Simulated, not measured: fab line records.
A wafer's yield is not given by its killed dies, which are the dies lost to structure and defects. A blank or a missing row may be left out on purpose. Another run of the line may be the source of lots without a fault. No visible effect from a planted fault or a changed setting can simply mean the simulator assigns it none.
Chamber matching | flow sky130 | SKY_CAP2M_CVD_00 on pecvd-03 has 3 sister chambers
The step deposits SiO2, target thk 15.5 nm. 24 wafers are shown with their chamber, then 12 later ones without.

## WAFERS WITH THEIR CHAMBER
wafer  | chamber | heater-power-w (W)
L075.1 | 0       | 749
L075.3 | 1       | 716
L075.4 | 2       | 603
L076.4 | 0       | 760
L076.5 | 2       | 637
L076.6 | 1       | 693
L078.1 | 1       | 775
L078.2 | 0       | 701
L078.3 | 2       | 567
L078.4 | 2       | 558
L078.5 | 1       | 765
L078.6 | 0       | 689
L082.1 | 1       | 713
L082.4 | 1       | 717
L082.6 | 0       | 629
L083.1 | 0       | 712
L083.2 | 2       | 580
L083.3 | 1       | 765
L083.4 | 2       | 581
L083.5 | 0       | 739
L083.6 | 1       | 759
L086.3 | 1       | 672
L086.5 | 2       | 613
L086.6 | 1       | 690

SIGNATURES (means of the wafers above)
reading        | chamber 0 | chamber 1 | chamber 2 | scatter within a chamber
heater-power-w | 711.29    | 726.50    | 591.29    | 37
Rule: distance of a wafer from a chamber = root of the sum over the readings of ((wafer's reading minus chamber's mean) / reading's scatter) squared. If the next closest chamber is less than 2 further off than the closest, the wafer can't be placed; otherwise it belongs to the closest. The scatter: take each reading less its chamber's mean, square it, sum over the shown wafers, divide by the number of wafers less the number of chambers, and take the root.

## WAFERS MISSING THEIR CHAMBER
wafer  | heater-power-w (W)
L088.2 | 688
L088.3 | 698
L088.5 | 740
L090.1 | 642
L090.2 | 535
L090.5 | 650
L093.1 | 666
L093.2 | 613
L093.6 | 624
L095.1 | 724
L095.4 | 770
L095.6 | 608

## WHICH CHAMBER EACH WENT THROUGH
wafer  | from the rows above          | in truth
L088.2 | can't be placed: 0 or 1 or 2 | 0
L088.3 | can't be placed: 0 or 1      | 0
L088.5 | can't be placed: 1 or 0      | 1
L090.1 | can't be placed: 2 or 0 or 1 | 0
L090.2 | 2                            | 2
L090.5 | can't be placed: 2 or 0 or 1 | 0
L093.1 | can't be placed: 0 or 1 or 2 | 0
L093.2 | 2                            | 2
L093.6 | can't be placed: 2 or 0 or 1 | 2
L095.1 | can't be placed: 1 or 0      | 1
L095.4 | can't be placed: 1 or 0      | 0
L095.6 | 2                            | 2
3 of 12 placed correctly. These rows do not allow placing 9 (true chamber among the candidates in 9). 0 placed wrongly.
